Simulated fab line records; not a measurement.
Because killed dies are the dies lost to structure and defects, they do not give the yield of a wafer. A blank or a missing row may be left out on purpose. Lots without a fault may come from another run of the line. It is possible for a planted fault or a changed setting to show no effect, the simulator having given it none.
fab line records	flow sky130
[record] lots = 14	wafers = 40	last_day = 49
route steps=708 shown METAL2@504 VIA4@651 METAL5@675 PASSIVATION@683 PAD_OPEN@708
lots untouched by any fault: they come from a run of this same line in which no faults occurred
start_h: hours from the record's first day to the start of the lot's first wafer shown	wait_h: hours elapsed since this lot's preceding step	" identical to the entry in the row above	L1.1+2: several wafers, shown together as one row	- either no value or no given start	* or withheld: withheld	< > ~ a bound
route shown NAME@n: names a module that has steps shown in the file, with the first one's number in the route	usual: the fault-free wafers' mean and standard deviation	same: alike in all rows	chamber/n: place in a boat	sites: the reading at each site	_std_site: the standard deviation of these	_edge_site: the outer-site mean with the inner-site mean subtracted	radius_mm: how far each site lies from the wafer's centre	mask NAME#n: copy n	behind: the most recent tool/chamber to have shaped the wafer	hold: the reason the lot was held/the length of the hold in hours/how it ended	device: the transistor (n, p or np) that didn't switch	end of line: the tests these same wafers got at the end of their route	where a step has no rows: the recipe by itself	killed: count of dies lost to structure and defects at first sort (not the wafer's yield)	map: shows each die of a wafer: x if killed, . if not, _ if none is there
set.NAME: the run value of the setting; set.NAME@STEP: its run value at that earlier step	model.NAME: the simulator's own value behind a step, which no gauge read
a sample of lots followed through the steps of the route, with each step as a table and each wafer as a row
services: when a tool's chamber went out of use (start_h, in hours from the record's first day, below 0 if earlier), for how many hours, and the reason
[[steps]]
[step SKY_METAL2_STRIP_21]
[recipe] chemistry = post_etch_residue_remover	time_s = 1200	temp_c = 72.5
[usual] bath_guard_temp_C = 72.9/0.46
lot.wafer	tool	chamber	start_h	wait_h	bath_guard_temp_C
L335.2	wet_bench-04	3	818.77	0.1	72.4
L335.3	"	3	"	"	72.4
L335.4	"	3	"	"	72.3
L337.3	wet_bench-01	1	828.15	0.0	72.9
L337.4	"	1	"	"	72.1
L337.6	"	1	"	"	72.6
L340.1	wet_bench-01	3	869.95	0.1	73.3
L340.2	"	3	"	"	72.9
L340.4	"	3	"	"	73.6
L339.1	wet_bench-01	0	876.22	0.1	72.9
L339.4	"	0	"	"	72.5
L339.6	"	0	"	"	73.0
L338.2	wet_bench-02	2	876.26	0.1	73.2
L338.3	"	2	"	"	73.1
L338.6	"	2	"	"	73.2
L342.3	wet_bench-01	2	876.87	0.0	73.3
L342.4	"	2	"	"	73.7
L342.6	"	2	"	"	73.6
L341.2	wet_bench-01	0	878.45	0.1	72.4
L341.3	"	0	"	"	73.0
L341.4	"	0	"	"	73.4
L344.4	wet_bench-01	1	916.08	0.0	72.5
L344.5	"	1	"	"	72.5
L345.4	wet_bench-01	2	916.85	0.0	73.6
L345.5	"	2	"	"	73.5
L347.3	wet_bench-01	0	917.76	0.0	73.2
L347.4	"	0	"	"	73.1
L347.5	"	0	"	"	73.2
L350.2	wet_bench-04	1	925.85	0.1	72.9
L350.4	"	1	"	"	73.2
L350.6	"	1	"	"	73.1
L349.2	wet_bench-02	3	928.37	0.1	72.5
L349.3	"	3	"	"	72.3
L349.5	"	3	"	"	72.5
L351.1	wet_bench-02	2	937.08	0.1	73.1
L351.4	"	2	"	"	73.0
L351.5	"	2	"	"	73.2
L355.3	wet_bench-04	1	959.86	0.0	73.5
L355.4	"	1	"	"	73.5
L355.5	"	1	"	"	73.2
[step SKY_VIA4_ETCH_12]
[recipe] target = SiO2	chemistry = C4F8/O2/Ar	stop_on = TiN	mask_material = NOVOLAK	source_w = 1500	bias_w = 1200	pressure_mtorr = 40	c4f8_flow_sccm = withheld	O2_flow_sccm = 6	Ar_flow_sccm = 300	time_s = withheld	target_depth_a = 5800
[usual] oes_product_au = 0.926/0.0048
lot.wafer	tool	chamber	start_h	wait_h	oes_product_au
L335.2	rie_diel-03	0	1001.04	0.0	0.924
L335.3	"	3	"	"	0.925
L335.4	"	0	"	"	0.932
L337.3	rie_diel-04	3	1010.60	0.0	0.930
L337.4	"	0	"	"	0.926
L337.6	"	3	"	"	0.927
L340.1	rie_diel-04	2	1047.62	0.0	0.931
L340.2	"	0	"	"	0.920
L340.4	"	3	"	"	0.931
L339.1	rie_diel-03	3	1052.27	0.0	0.920
L339.4	"	1	"	"	0.930
L339.6	"	3	"	"	0.928
L338.2	rie_diel-01	0	1052.90	0.0	0.918
L338.3	"	1	"	"	0.924
L338.6	"	2	"	"	0.926
L342.3	rie_diel-04	2	1054.00	0.0	0.929
L342.4	"	3	"	"	0.933
L342.6	"	0	"	"	0.916
L341.2	rie_diel-01	3	1057.92	0.0	0.928
L341.3	"	2	"	"	0.921
L341.4	"	1	"	"	0.928
L344.4	rie_diel-01	3	1087.60	0.0	0.928
L344.5	"	0	"	"	0.932
L345.4	rie_diel-04	0	1087.97	0.0	0.920
L345.5	"	1	"	"	0.924
L347.3	rie_diel-03	1	1088.85	0.0	0.925
L347.4	"	3	"	"	0.937
L347.5	"	3	"	"	0.924
L350.2	rie_diel-03	2	1091.40	0.0	0.924
L350.4	"	1	"	"	0.926
L350.6	"	1	"	"	0.927
L349.2	rie_diel-01	1	1095.54	0.0	0.921
L349.3	"	0	"	"	0.927
L349.5	"	0	"	"	0.928
L351.1	rie_diel-01	0	1103.90	0.0	0.929
L351.4	"	0	"	"	0.922
L351.5	"	2	"	"	0.927
L355.3	rie_diel-04	0	1122.10	0.0	0.928
L355.4	"	1	"	"	0.929
L355.5	"	0	"	"	0.924
[step SKY_METAL5_DESCUM_14]
[recipe] chemistry = O2	source_power_w = 150	bias_power_w = 0	pressure_mtorr = 10	temp_c = 40	time_s = 11
[usual] drypump_motor_current_A = 5.7/0.31	oes_product_au = 1.007/0.014
lot.wafer	tool	chamber	start_h	wait_h	drypump_motor_current_A	oes_product_au	rf_hours_counter_h
L335.2	rie_metal-04	1	1025.87	0.1	5.9	1.034	19
L335.3	"	0	"	"	5.7	0.996	-
L335.4	"	1	"	"	5.9	1.039	-
L337.3	rie_metal-03	0	1035.83	0.1	6.0	1.007	-
L337.4	"	1	"	"	5.7	0.990	-
L337.6	"	1	"	"	5.8	1.002	-
L340.1	rie_metal-03	0	1070.67	0.1	6.0	1.013	14
L340.2	"	1	"	"	5.7	0.995	20
L340.4	"	1	"	"	5.7	1.004	-
L339.1	rie_metal-03	1	1075.01	0.1	5.7	1.001	20
L339.4	"	1	"	"	5.7	0.995	-
L339.6	"	1	"	"	5.7	0.998	-
L338.2	rie_metal-02	0	1075.48	0.1	5.8	1.006	27
L338.3	"	1	"	"	5.1	1.022	-
L338.6	"	0	"	"	5.8	1.011	-
L342.3	rie_metal-03	1	1076.92	0.1	5.8	0.997	-
L342.4	"	0	"	"	6.0	1.008	-
L342.6	"	0	"	"	6.0	1.008	-
L341.2	rie_metal-03	0	1080.87	0.1	6.0	1.008	15
L341.3	"	1	"	"	5.8	1.004	-
L341.4	"	0	"	"	6.0	1.006	-
L344.4	rie_metal-02	1	1109.75	0.1	5.0	1.009	-
L344.5	"	1	"	"	5.1	1.017	-
L345.4	rie_metal-04	1	1110.00	0.1	6.0	1.039	-
L345.5	"	0	"	"	5.7	0.991	-
L347.3	rie_metal-02	1	1110.63	0.1	5.1	1.014	-
L347.4	"	1	"	"	5.1	1.022	-
L347.5	"	1	"	"	5.1	1.010	-
L350.2	rie_metal-04	1	1113.41	0.1	5.9	1.035	24
L350.4	"	1	"	"	5.9	1.021	-
L350.6	"	0	"	"	5.7	0.994	-
L349.2	rie_metal-03	0	1117.53	0.1	6.0	1.001	18
L349.3	"	1	"	"	5.8	1.008	-
L349.5	"	1	"	"	5.8	1.006	-
L351.1	rie_metal-03	1	1125.82	0.1	5.7	0.992	24
L351.4	"	1	"	"	5.7	1.008	-
L351.5	"	1	"	"	5.7	0.994	-
L355.3	rie_metal-02	0	1144.48	0.1	5.8	1.008	-
L355.4	"	0	"	"	5.8	1.007	-
L355.5	"	0	"	"	5.8	0.997	-
[step SKY_PASSIVATION_CVD_02]
[recipe] material = Si3N4	target_thk_nm = 540	temp_c = 400	time_s = withheld	rf_w = 450
[usual] heater_power_w = 689/94
lot.wafer	tool	chamber	start_h	wait_h	heater_power_w
L335.2	pecvd-01	2	1026.81	0.0	724
L335.3	"	1	"	"	526
L335.4	"	0	"	"	732
L337.3	pecvd-01	0	1036.76	0.0	696
L337.4	"	2	"	"	677
L337.6	"	1	"	"	550
L340.1	pecvd-01	0	1071.62	0.1	719
L340.2	"	1	"	"	579
L340.4	"	2	"	"	642
L339.1	pecvd-02	1	1075.96	0.1	552
L339.4	"	0	"	"	695
L339.6	"	1	"	"	577
L338.2	pecvd-03	1	1076.43	0.0	689
L338.3	"	2	"	"	763
L338.6	"	0	"	"	832
L342.3	pecvd-01	0	1077.85	0.0	724
L342.4	"	1	"	"	553
L342.6	"	2	"	"	766
L341.2	pecvd-02	2	1081.81	0.0	581
L341.3	"	1	"	"	583
L341.4	"	2	"	"	633
L344.4	pecvd-02	0	1111.13	0.1	849
L344.5	"	2	"	"	723
L345.4	pecvd-01	1	1111.18	0.1	585
L345.5	"	0	"	"	700
L347.3	pecvd-03	1	1111.85	0.0	607
L347.4	"	1	"	"	641
L347.5	"	2	"	"	633
L350.2	pecvd-03	1	1114.47	0.0	625
L350.4	"	2	"	"	793
L350.6	"	1	"	"	659
L349.2	pecvd-02	0	1118.47	0.0	846
L349.3	"	1	"	"	620
L349.5	"	0	"	"	670
L351.1	pecvd-01	1	1126.77	0.1	585
L351.4	"	1	"	"	596
L351.5	"	0	"	"	712
L355.3	pecvd-03	2	1145.70	0.0	784
L355.4	"	2	"	"	627
L355.5	"	1	"	"	673
[step SKY_PAD_OPEN_PROBE_99]
[usual] killed_at_M0_to_M3 = 43/7.5	killed_at_M4_up = 2.8/1.8	killed_at_contacts = 24/5.3	killed_at_front_end = 14/4.2	killed_at_other = 0.3/0.54	killed_dies = 84/9.4	killed_on_rim = 16/3.3	killed_open = 46/7.1	killed_short = 38/6.6
[same] gross_dies = 492	killed_at_back_side = 0
lot.wafer	tool	chamber	start_h	wait_h	killed_at_M0_to_M3	killed_at_M4_up	killed_at_contacts	killed_at_front_end	killed_at_other	killed_dies	killed_on_rim	killed_open	killed_short
L335.2	prober-01	-	1072.43	0.1	46	4	17	18	0	85	18	48	36
L335.3	prober-01	-	1072.48	0.2	40	2	24	14	0	80	18	44	36
L335.4	prober-01	-	1072.53	0.2	42	3	17	14	0	76	14	40	36
L337.3	prober-01	-	1082.36	0.2	41	0	22	14	2	79	19	51	26
L337.4	prober-01	-	1082.41	0.2	50	5	22	15	1	93	14	59	34
L337.6	prober-01	-	1082.51	0.2	48	1	25	19	0	93	19	54	39
L340.1	prober-02	-	1115.43	0.1	38	1	26	8	0	73	18	41	32
L340.2	prober-02	-	1115.48	0.1	44	1	21	20	1	87	13	46	41
L340.4	prober-02	-	1115.58	0.2	39	5	32	14	0	90	16	44	46
L339.1	prober-01	-	1118.96	0.1	48	1	29	13	1	92	11	43	49
L339.4	prober-01	-	1119.11	0.2	53	1	22	17	0	93	17	54	39
L339.6	prober-01	-	1119.21	0.2	46	4	19	14	0	83	20	39	44
L338.2	prober-02	-	1120.51	0.1	47	3	18	15	0	83	19	48	35
L338.3	prober-02	-	1120.56	0.2	33	0	19	18	0	70	13	41	29
L338.6	prober-02	-	1120.71	0.2	54	5	23	14	0	96	18	56	40
L342.3	prober-01	-	1122.06	0.2	53	2	23	12	0	90	19	58	32
L342.4	prober-01	-	1122.11	0.2	58	1	21	5	0	85	17	37	48
L342.6	prober-01	-	1122.21	0.2	42	0	22	17	1	82	18	46	36
L341.2	prober-02	-	1123.51	0.1	90	2	29	19	0	140	14	39	34
L341.3	prober-02	-	1123.56	0.2	94	6	115	17	0	232	62	63	33
L341.4	prober-02	-	1123.61	0.2	95	1	188	14	0	298	49	47	30
L344.4	prober-02	-	1152.48	0.2	116	1	149	15	1	282	60	39	47
L344.5	prober-02	-	1152.53	0.2	95	2	165	14	1	277	71	39	36
L345.4	prober-01	-	1152.91	0.2	102	0	63	10	0	175	17	47	25
L345.5	prober-01	-	1152.96	0.2	102	2	29	20	0	153	34	37	41
L347.3	prober-02	-	1153.93	0.2	93	3	28	7	0	131	13	35	38
L347.4	prober-02	-	1153.98	0.2	105	4	23	8	0	140	16	41	32
L347.5	prober-02	-	1154.03	0.2	99	2	26	7	0	134	17	40	33
L350.2	prober-01	-	1154.70	0.1	54	6	19	14	0	93	20	50	43
L350.4	prober-01	-	1154.80	0.2	36	1	20	17	1	75	11	43	31
L350.6	prober-01	-	1154.90	0.2	47	5	21	22	1	96	18	45	48
L349.2	prober-02	-	1157.77	0.1	46	1	31	23	0	101	18	53	48
L349.3	prober-02	-	1157.82	0.2	58	6	21	20	1	106	23	58	48
L349.5	prober-02	-	1157.92	0.2	54	8	28	13	1	104	18	47	56
L351.1	prober-01	-	1166.03	0.1	39	4	23	11	0	77	20	39	37
L351.4	prober-01	-	1166.18	0.2	45	3	13	11	0	72	11	39	32
L351.5	prober-01	-	1166.23	0.2	46	5	23	14	0	88	12	50	38
L355.3	prober-02	-	1181.03	0.2	28	2	36	15	0	81	23	44	37
L355.4	prober-02	-	1181.08	0.2	41	2	27	13	0	83	18	49	34
L355.5	prober-02	-	1181.13	0.2	50	5	28	14	0	97	22	49	45
// killed by level:class
L335.2 VIA1:geometric_particle:open=12 VIA3:geometric_particle:open=7 CONTACT:geometric_particle:open=6 VIA2:geometric_particle:open=6 METAL1:geometric_particle:short=5 POLY_GATE:geometric_particle:open=4 LI_CONTACT:geometric_particle:open=4 VIA1:geometric_particle:short=4
L335.3 CONTACT:geometric_particle:open=9 VIA1:geometric_particle:open=9 POLY_GATE:geometric_particle:short=7 LI_CONTACT:geometric_particle:open=7 VIA2:geometric_particle:open=6 VIA1:geometric_particle:short=6 CONTACT:geometric_particle:short=5 METAL2:geometric_particle:short=4
L335.4 VIA1:geometric_particle:open=8 VIA3:geometric_particle:open=8 LI_CONTACT:geometric_particle:open=6 VIA2:geometric_particle:open=6 METAL1:geometric_particle:short=5 METAL2:geometric_particle:short=5 FIELD_ISO:geometric_particle:open=4 LOCAL_INTERCONNECT:geometric_particle:short=4
L337.3 VIA1:geometric_particle:open=17 CONTACT:geometric_particle:open=11 POLY_GATE:geometric_particle:open=6 VIA1:geometric_particle:short=5 LI_CONTACT:geometric_particle:open=5 VIA2:geometric_particle:open=5 FIELD_ISO:geometric_particle:open=4 LOCAL_INTERCONNECT:geometric_particle:short=3
L337.4 VIA1:geometric_particle:open=14 VIA3:geometric_particle:open=11 CONTACT:geometric_particle:open=10 VIA2:geometric_particle:open=8 LI_CONTACT:geometric_particle:open=6 VIA2:geometric_particle:short=5 METAL4:geometric_particle:short=5 POLY_GATE:geometric_particle:short=4
L337.6 VIA1:geometric_particle:open=13 LI_CONTACT:geometric_particle:open=10 VIA1:geometric_particle:short=8 VIA3:geometric_particle:open=7 CONTACT:geometric_particle:open=7 METAL1:geometric_particle:short=7 VIA2:geometric_particle:open=5 FIELD_ISO:geometric_particle:open=4
L340.1 CONTACT:geometric_particle:open=11 VIA1:geometric_particle:open=10 VIA2:geometric_particle:open=7 LOCAL_INTERCONNECT:geometric_particle:short=6 METAL2:geometric_particle:short=5 VIA2:geometric_particle:short=5 LI_CONTACT:geometric_particle:open=3 LI_CONTACT:geometric_particle:short=3
L340.2 CONTACT:geometric_particle:open=10 VIA1:geometric_particle:open=8 VIA1:geometric_particle:short=7 FIELD_ISO:geometric_particle:short=6 POLY_GATE:geometric_particle:open=6 VIA3:geometric_particle:open=6 METAL1:geometric_particle:short=6 METAL2:geometric_particle:short=6
L340.4 CONTACT:geometric_particle:open=13 VIA1:geometric_particle:open=11 CONTACT:geometric_particle:short=9 METAL1:geometric_particle:short=6 METAL2:geometric_particle:short=6 POLY_GATE:geometric_particle:open=5 METAL2:geometric_particle:open=4 LI_CONTACT:geometric_particle:open=4
L339.1 CONTACT:geometric_particle:open=10 VIA1:geometric_particle:short=9 CONTACT:geometric_particle:short=7 VIA1:geometric_particle:open=7 LI_CONTACT:geometric_particle:open=6 POLY_GATE:geometric_particle:short=5 VIA2:geometric_particle:open=5 METAL1:geometric_particle:short=5
L339.4 VIA1:geometric_particle:open=16 VIA3:geometric_particle:open=11 METAL3:geometric_particle:short=6 POLY_GATE:geometric_particle:short=5 VIA2:geometric_particle:open=5 CONTACT:geometric_particle:open=5 POLY_GATE:geometric_particle:open=4 LI_CONTACT:geometric_particle:open=4
L339.6 VIA2:geometric_particle:open=8 METAL2:geometric_particle:short=8 VIA3:geometric_particle:open=8 LOCAL_INTERCONNECT:geometric_particle:short=6 POLY_GATE:geometric_particle:open=5 METAL1:geometric_particle:short=5 VIA1:geometric_particle:open=5 POLY_GATE:geometric_particle:short=4
L338.2 VIA1:geometric_particle:open=15 CONTACT:geometric_particle:open=9 VIA1:geometric_particle:short=7 FIELD_ISO:geometric_particle:open=5 VIA2:geometric_particle:short=5 VIA3:geometric_particle:open=5 LI_CONTACT:geometric_particle:open=4 METAL2:geometric_particle:short=4
L338.3 VIA1:geometric_particle:open=9 FIELD_ISO:geometric_particle:open=7 LI_CONTACT:geometric_particle:open=7 CONTACT:geometric_particle:short=6 VIA2:geometric_particle:open=5 METAL2:geometric_particle:short=5 POLY_GATE:geometric_particle:open=4 METAL1:geometric_particle:short=4
L338.6 VIA1:geometric_particle:open=13 CONTACT:geometric_particle:open=10 LI_CONTACT:geometric_particle:open=8 VIA2:geometric_particle:open=8 METAL1:geometric_particle:short=8 VIA1:geometric_particle:short=5 VIA2:geometric_particle:short=5 VIA3:geometric_particle:open=5
L342.3 VIA1:geometric_particle:open=16 LI_CONTACT:geometric_particle:open=8 VIA2:geometric_particle:open=8 POLY_GATE:geometric_particle:open=6 CONTACT:geometric_particle:open=6 CONTACT:geometric_particle:short=5 METAL2:geometric_particle:short=5 METAL3:geometric_particle:short=5
L342.4 METAL1:geometric_particle:short=18 VIA1:geometric_particle:open=15 LI_CONTACT:geometric_particle:short=5 CONTACT:geometric_particle:open=5 VIA3:geometric_particle:open=5 LI_CONTACT:geometric_particle:open=4 CONTACT:geometric_particle:short=4 VIA1:geometric_particle:short=4
L342.6 VIA1:geometric_particle:open=15 CONTACT:geometric_particle:open=9 METAL1:geometric_particle:short=9 LI_CONTACT:geometric_particle:open=7 POLY_GATE:geometric_particle:open=4 FIELD_ISO:geometric_particle:short=4 POLY_GATE:geometric_particle:short=4 FIELD_ISO:geometric_particle:open=3
L341.2 METAL2:unspecified=56 VIA1:geometric_particle:open=10 CONTACT:area_cmp=10 CONTACT:geometric_particle:open=9 FIELD_ISO:geometric_particle:short=6 VIA1:geometric_particle:short=6 VIA3:geometric_particle:open=5 LOCAL_INTERCONNECT:geometric_particle:short=4
L341.3 CONTACT:area_cmp=81 METAL2:unspecified=55 CONTACT:geometric_particle:open=17 VIA1:geometric_particle:open=16 FIELD_ISO:geometric_particle:open=7 VIA3:geometric_particle:open=7 LI_CONTACT:geometric_particle:open=6 LI_CONTACT:geometric_particle:short=5
L341.4 CONTACT:area_cmp=166 METAL2:unspecified=55 CONTACT:geometric_particle:open=11 VIA1:geometric_particle:open=9 METAL2:geometric_particle:short=7 VIA2:geometric_particle:open=6 LI_CONTACT:geometric_particle:open=5 POLY_GATE:geometric_particle:short=4
L344.4 CONTACT:area_cmp=129 METAL2:unspecified=65 VIA1:geometric_particle:open=10 VIA3:geometric_particle:open=8 CONTACT:geometric_particle:open=7 LOCAL_INTERCONNECT:geometric_particle:short=6 VIA1:geometric_particle:short=6 METAL1:geometric_particle:short=6
L344.5 CONTACT:area_cmp=140 METAL2:unspecified=61 LI_CONTACT:geometric_particle:open=9 CONTACT:geometric_particle:short=6 VIA1:geometric_particle:open=6 METAL2:geometric_particle:short=6 CONTACT:geometric_particle:open=5 VIA2:geometric_particle:open=5
L345.4 METAL2:unspecified=62 CONTACT:area_cmp=41 CONTACT:geometric_particle:open=12 VIA2:geometric_particle:open=8 VIA1:geometric_particle:open=8 LI_CONTACT:geometric_particle:open=6 METAL1:geometric_particle:short=6 POLY_GATE:geometric_particle:short=5
L345.5 METAL2:unspecified=57 CONTACT:area_cmp=18 VIA1:geometric_particle:open=12 POLY_GATE:geometric_particle:short=6 CONTACT:geometric_particle:short=6 VIA2:geometric_particle:open=6 VIA3:geometric_particle:short=6 VIA3:geometric_particle:open=6
L347.3 METAL2:unspecified=58 LOCAL_INTERCONNECT:geometric_particle:short=13 CONTACT:geometric_particle:open=11 VIA1:geometric_particle:open=8 VIA2:geometric_particle:short=5 VIA2:geometric_particle:open=5 FIELD_ISO:geometric_particle:short=4 VIA3:geometric_particle:open=4
L347.4 METAL2:unspecified=67 CONTACT:geometric_particle:open=10 VIA1:geometric_particle:open=10 LI_CONTACT:geometric_particle:open=6 METAL2:geometric_particle:short=6 METAL1:geometric_particle:short=5 VIA2:geometric_particle:open=5 FIELD_ISO:geometric_particle:short=3
L347.5 METAL2:unspecified=61 CONTACT:geometric_particle:open=10 VIA3:geometric_particle:open=6 CONTACT:geometric_particle:short=6 VIA1:geometric_particle:open=6 VIA2:geometric_particle:open=5 LOCAL_INTERCONNECT:geometric_particle:short=5 LI_CONTACT:geometric_particle:open=4
L350.2 VIA1:geometric_particle:open=12 VIA3:geometric_particle:open=8 VIA1:geometric_particle:short=6 CONTACT:geometric_particle:open=6 VIA2:geometric_particle:open=6 VIA2:geometric_particle:short=6 LI_CONTACT:geometric_particle:open=5 METAL2:geometric_particle:short=5
L350.4 VIA1:geometric_particle:open=12 METAL1:geometric_particle:short=8 CONTACT:geometric_particle:open=7 LI_CONTACT:geometric_particle:open=6 FIELD_ISO:geometric_particle:open=5 CONTACT:geometric_particle:short=4 FIELD_ISO:geometric_particle:short=3 METAL2:geometric_particle:short=3
L350.6 METAL1:geometric_particle:short=14 CONTACT:geometric_particle:open=9 VIA1:geometric_particle:open=9 VIA2:geometric_particle:open=8 FIELD_ISO:geometric_particle:open=7 METAL2:geometric_particle:short=5 VIA3:geometric_particle:open=5 FIELD_ISO:geometric_particle:short=4
L349.2 VIA2:geometric_particle:open=10 LI_CONTACT:geometric_particle:open=8 LOCAL_INTERCONNECT:geometric_particle:short=7 VIA3:geometric_particle:open=7 METAL1:geometric_particle:short=7 FIELD_ISO:geometric_particle:open=6 CONTACT:geometric_particle:open=6 LI_CONTACT:geometric_particle:short=6
L349.3 VIA2:geometric_particle:open=13 VIA1:geometric_particle:open=9 METAL2:geometric_particle:short=9 POLY_GATE:geometric_particle:short=8 POLY_GATE:geometric_particle:open=7 CONTACT:geometric_particle:open=7 VIA3:geometric_particle:open=6 LOCAL_INTERCONNECT:geometric_particle:short=6
L349.5 VIA1:geometric_particle:open=11 CONTACT:geometric_particle:open=9 VIA3:geometric_particle:open=8 METAL1:geometric_particle:short=7 VIA1:geometric_particle:short=7 LI_CONTACT:geometric_particle:open=6 METAL4:geometric_particle:short=6 LOCAL_INTERCONNECT:geometric_particle:short=5
L351.1 VIA1:geometric_particle:open=8 CONTACT:geometric_particle:open=8 VIA3:geometric_particle:open=8 LI_CONTACT:geometric_particle:short=5 VIA1:geometric_particle:short=5 POLY_GATE:geometric_particle:short=4 CONTACT:geometric_particle:short=4 METAL1:geometric_particle:short=4
L351.4 VIA3:geometric_particle:open=8 VIA2:geometric_particle:open=6 FIELD_ISO:geometric_particle:open=5 VIA1:geometric_particle:open=5 METAL3:geometric_particle:short=5 CONTACT:geometric_particle:open=4 VIA1:geometric_particle:short=4 METAL2:geometric_particle:short=4
L351.5 LI_CONTACT:geometric_particle:open=9 CONTACT:geometric_particle:open=7 VIA2:geometric_particle:open=7 VIA1:geometric_particle:open=7 VIA1:geometric_particle:short=7 FIELD_ISO:geometric_particle:open=6 VIA3:geometric_particle:open=6 METAL2:geometric_particle:short=6
L355.3 CONTACT:geometric_particle:open=11 LI_CONTACT:geometric_particle:open=9 LI_CONTACT:geometric_particle:short=8 FIELD_ISO:geometric_particle:short=6 VIA1:geometric_particle:open=6 VIA3:geometric_particle:open=6 FIELD_ISO:geometric_particle:open=4 METAL1:geometric_particle:short=4
L355.4 VIA3:geometric_particle:open=11 METAL2:geometric_particle:short=9 LI_CONTACT:geometric_particle:open=9 CONTACT:geometric_particle:open=9 FIELD_ISO:geometric_particle:open=7 VIA2:geometric_particle:open=5 FIELD_ISO:geometric_particle:short=4 LOCAL_INTERCONNECT:geometric_particle:short=3
L355.5 LI_CONTACT:geometric_particle:open=12 VIA1:geometric_particle:open=12 VIA3:geometric_particle:open=9 METAL2:geometric_particle:short=8 FIELD_ISO:geometric_particle:short=7 VIA2:geometric_particle:open=5 METAL4:geometric_particle:short=5 FIELD_ISO:geometric_particle:open=4
[[services]]
tool	chamber	start_h	hours	kind
rie_diel-01	0	814.70	4.5	repair
rie_diel-04	-	817.82	2.8	pm
rie_diel-01	0	846.98	7.5	repair
rie_diel-01	-	863.21	0.4	repair
rie_metal-03	0	867.42	2.0	repair
pecvd-01	-	905.66	0.8	repair
pecvd-03	-	917.04	0.8	pm
rie_diel-03	-	921.90	1.0	repair
rie_metal-02	-	925.78	2.8	pm
rie_diel-01	-	926.90	15.6	pm
rie_diel-03	3	934.16	25.3	repair
rie_metal-03	1	940.72	12.7	repair
wet_bench-01	-	951.64	5.2	repair
pecvd-03	-	965.23	1.0	repair
rie_diel-04	0	993.67	7.4	repair
pecvd-03	-	1028.69	12.9	repair
rie_diel-03	-	1032.88	2.7	repair
rie_diel-01	-	1037.52	2.8	pm
pecvd-03	0	1044.28	2.7	repair
rie_diel-03	-	1047.06	4.1	repair
rie_diel-03	-	1087.72	0.9	repair
rie_diel-01	0	1099.23	2.8	repair
rie_diel-03	-	1104.59	0.2	repair
rie_diel-03	3	1128.73	3.8	repair
[[key]]
[first_sign] step = SKY_PAD_OPEN_PROBE_99	reading = killed_dies	direction = up	sigmas = 12	usual = 84	struck = 196
[effect] step = SKY_PAD_OPEN_PROBE_99	reading = killed_at_M0_to_M3	direction = up	sigmas = 7.5	usual = 43	struck = 99
met_at SKY_METAL2_STRIP_21
struck_lots L341,L344,L345,L347
tester_left_out L341,L344,L345,L347
not_acting_at SKY_VIA4_ETCH_12,SKY_METAL5_DESCUM_14,SKY_PASSIVATION_CVD_02
onset_between 876.87 878.45
[earlier_fault] kind = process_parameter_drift	tool = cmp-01	chamber = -	onset_h = 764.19	steps = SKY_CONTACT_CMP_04	channel = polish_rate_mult	offset = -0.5	shape = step	end_h = 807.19
[earlier_fault] kind = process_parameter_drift	tool = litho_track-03	chamber = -	onset_h = 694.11	steps = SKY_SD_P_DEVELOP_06	channel = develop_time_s	offset = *	shape = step	end_h = 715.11	acts_in = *	stated = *
[fault] kind = chamber_particle_source	tool = wet_bench-01	chamber = -	onset_h = 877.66	steps = SKY_METAL2_STRIP_21	rate_per_visit_cm2 = 1.2032
// tester_left_out: of these lots the tester's yield and bins aren't shown, on N5 and GAA mostly nor the transistor test; their killed dies are dies lost to structure and defects alone, not to doping, threshold or leakage, so they don't give the yield
